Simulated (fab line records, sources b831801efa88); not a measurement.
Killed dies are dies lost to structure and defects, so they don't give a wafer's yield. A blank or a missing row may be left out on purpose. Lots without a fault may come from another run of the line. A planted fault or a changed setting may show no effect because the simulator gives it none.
Problem report in the 8D (eight disciplines) form, filled by code | flow gf180mcu | the parts of the form that need people (team, actions taken, sign-off) are left out

1. THE PROBLEM
MIM_CVD_05_THK at GF_MIM_THK_MEAS_06 reads a mean of 26.2 nm on 6 wafers of 2 lots; wafers without a fault read 42.1 nm with a standard deviation of 0.59. That is -27 standard deviations from the usual mean.
First seen on wafer L801.1, day 29 05:47, on film_metro-01. The record holds 39 wafers of 13 lots with a number at this step. Rule for "out", or "out of limits": more than 4 standard deviations from the usual mean. The other wafers with a number count as sound.

2. WHAT IT IS AND WHAT IT IS NOT
question                    | is                           | is not
which readings at this step | MIM_CVD_05_THK               | -
which lots                  | L801, L804                   | L787, L789, L790, L791, L793, L794, L795, L796, L800, L809, L810
which wafers of those lots  | all that have a number       | -
read on which gauges        | film_metro-01, film_metro-03 | film_metro-04
when                        | from day 29 05:47            | up to then (27 sound wafers); but 6 sound wafers of L809, L810 came after

3. SUSPECTS, AND WHAT RULES EACH OUT
Counting: a tool at a process step up to the reading stays a suspect if it ran every lot that is out and no sound lot after the first of them.
- the gauge at GF_MIM_THK_MEAS_06: ruled out. The wafers that are out were read on 2 gauges (film_metro-01, film_metro-03).
- pecvd-02 at GF_MIM_CVD_05 (deposits Si3N4, target thk 42 nm, time 29.086 s): kept. It ran every lot that is out, first L801 (day 29 05:44), and no sound lot after that; its last sound lot up to then is L800 (day 28 22:51).
Left after counting: pecvd-02 at GF_MIM_CVD_05.

4. THE CAUSE (what the simulator had put in)
Process parameter drift: pecvd-02, from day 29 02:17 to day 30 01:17, at GF_MIM_CVD_05. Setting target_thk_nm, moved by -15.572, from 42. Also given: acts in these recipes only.
Counting left only this tool.

5. THE CHAIN OF EFFECTS, in route order
Each row: a reading whose mean over the struck wafers that have a number lies more than 3 standard deviations from the usual. Only readings for which the record gives a usual standard deviation are gone through. hours: the time from each lot's start at the first step in this table that gives one to its start at this step, as a median over the lots. sigmas: the change in usual standard deviations.
hours | step               | reading        | usual   | on struck wafers | change | sigmas
0     | GF_MIM_THK_MEAS_06 | MIM_CVD_05_THK | 42.1 nm | 26.2             | -15.9  | -27

6. WHAT WOULD HAVE CAUGHT IT SOONER
In this record the first reading out of limits at a measuring or inspecting step was taken at day 29 05:47, 4 hours after the fault began at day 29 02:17.
Of the tool readings at GF_MIM_CVD_05 for which the record gives a usual standard deviation, none was out on any struck wafer, so an alarm limit of 4 standard deviations on them would not have fired.
Of the lots that are out (2), L804 began GF_MIM_CVD_05 on pecvd-02 after day 29 05:47. A hold on the tool at that time would have spared it.
